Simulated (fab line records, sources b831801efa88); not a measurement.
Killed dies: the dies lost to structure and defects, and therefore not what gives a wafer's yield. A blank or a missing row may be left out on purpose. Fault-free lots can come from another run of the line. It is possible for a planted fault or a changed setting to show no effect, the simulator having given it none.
Which of the tools did it? ; flow sky130 ; 6 lots, 18 wafers sampled, at 1 step of a route of 708

WHAT EACH GAUGE READ, for each wafer
SKY_SD_N_CD_MEAS_07: target cd 380 nm.
lot;measured;on;cd nm (nm)
L674;day 28 05:40;cd sem-01;378.8 376.4 377.8
L677;day 29 16:14;cd sem-01;380.2 380.5 381.7
L683;day 31 01:02;cd sem-01;378.8 379.3 380.3
L685;day 32 06:38;cd sem-02;385.3 383.2 384.4
L691;day 33 21:55;cd sem-02;379.4 380.2 381.5
L696;day 35 06:35;cd sem-01;381.6 380.8 382.0

WHAT TOOL EACH LOT RAN ON (gives the tool, then ch and the chambers of the sampled wafers, and finally the start)
Before these readings, the record contains no process step.

THE ANSWER, worked out from the rows above alone
Rule: usual is defined by the lots themselves. The widest of any qualifying gaps counts: lots, ordered by their means at a reading, are off when they make up no more than a third of the lots, leave a main group of 4 or more, and stand apart from it by 3 or more times the standard deviation of that group's means. A main group whose means are all the same, to the digits that the tables above print for the reading, isn't used. Also off: a lot with no number at a reading for which 4 or more lots have one. Any other lot the step has rows for is counted as sound.
No lot is off on any of the readings shown, so nothing can be concluded from this.

WHAT WAS PUT IN BY THE SIMULATOR
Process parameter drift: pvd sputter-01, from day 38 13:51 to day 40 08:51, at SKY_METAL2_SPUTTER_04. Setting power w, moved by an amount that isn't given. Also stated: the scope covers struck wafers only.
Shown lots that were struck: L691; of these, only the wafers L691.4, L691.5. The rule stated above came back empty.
